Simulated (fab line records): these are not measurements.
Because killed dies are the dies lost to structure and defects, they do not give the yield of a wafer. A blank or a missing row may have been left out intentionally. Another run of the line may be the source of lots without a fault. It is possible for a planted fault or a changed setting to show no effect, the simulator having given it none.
Comparing a struck lot with a sound one || flow sky130 || 19 out of 708 route steps
Sound: the wafers L615.1, L615.4, L615.6. The struck wafers were L609.1, L609.4, L609.6. Last of all comes the cause.
For every step that has rows: the tool of each side, followed by ch and its chambers, followed by its first start. Under that, the readings that differ: sound wafers || struck wafers || difference of the means || sigmas: that difference in standard deviations of wafers without a fault.
alike: readings with means less than 2 such deviations apart, plus words and numbers identical on both sides. not compared: withheld readings, readings lacking a value on some wafer, bounds such as >300 that could conceal the same value, and numbers that have no deviation in the record and whose values overlap.
Wherever a step has rows on one side only, a row that says differs or no value, or a row with sigmas, the two part there. Non-overlapping numbers with no deviation appear without sigmas and do not part them. Lack of a reading on every wafer of one side parts them only where that side has two or more wafers.

first, 8 steps without rows for these wafers: SKY_RES_XHIGH_DEHYDRATE_00 (time 60 s); SKY_RES_XHIGH_HMDS_01 (prime time 60 s); SKY_RES_XHIGH_COAT_02 (resist thk 1140 nm); SKY_RES_XHIGH_SOFTBAKE_03 (time 60 s); SKY_RES_XHIGH_EXPOSE_04 (exposes mask URPM, target cd 1270 nm); SKY_RES_XHIGH_PEB_05; SKY_RES_XHIGH_DEVELOP_06 (develop time 60 s); SKY_RES_XHIGH_IMPLANT_07.
SKY_RES_XHIGH_STRIP_08: strips in O2/N2.
  sound on plasmaAsher-01 ch 0,1, day 33 08:08; struck on plasmaAsher-03 ch 0,1, day 31 16:46
  alike: chamberPressureMTorr, drypumpMotorCurrentA, n2FlowSccm, oesProductAu, stripTimeToEndpointS
  not compared: rfHoursCounterH
SKY_RES_XHIGH_TW_MEAS_09:
  struck on filmMetro-03, day 31 16:52; sound on filmMetro-02, day 33 08:14
  alike: RES_XHIGH_TW
then, 2 steps without rows for these wafers: SKY_SD_N_DEHYDRATE_00 (time 60 s); SKY_SD_N_HMDS_01 (prime time 60 s).
SKY_SD_N_COAT_02: resist thk 1140 nm.
  sound on lithoTrack-04 ch 0, day 33 21:32; struck on lithoTrack-03, day 32 06:11
  no value came back on the struck wafers for chillPlateTempC (C), dispensePressureKPa (kPa); on the sound wafers chillPlateTempC (C) reads 22.94 22.98 23.00
then, 4 steps without rows for these wafers: SKY_SD_N_SOFTBAKE_03 (time 60 s); SKY_SD_N_EXPOSE_04 (exposes mask NSDM, target cd 380 nm); SKY_SD_N_PEB_05; SKY_SD_N_DEVELOP_06 (develop time 60 s).
SKY_SD_N_CD_MEAS_07: target cd 380 nm.
  struck on cdSem-02, day 32 20:11; sound on cdSem-01, day 34 10:58
{"reading": "cdNm (nm)", "sound": "379.8 381.4 382.0", "struck": "- - -", "difference": "no value on the struck wafers", "sigmas": ""}
SKY_SD_N_OVL_MEAS_08:
  struck on overlay-02, day 32 20:18; sound on overlay-02, day 34 11:05
{"reading": "SD_N_OVL (nm)", "sound": "-0.8 -0.9 -0.6", "struck": "- - -", "difference": "no value on the struck wafers", "sigmas": ""}

== WHERE THEY PART ==
Last at SKY_SD_N_OVL_MEAS_08 as far as this record goes, first at SKY_SD_N_COAT_02.

WHY: whatever the simulator had introduced
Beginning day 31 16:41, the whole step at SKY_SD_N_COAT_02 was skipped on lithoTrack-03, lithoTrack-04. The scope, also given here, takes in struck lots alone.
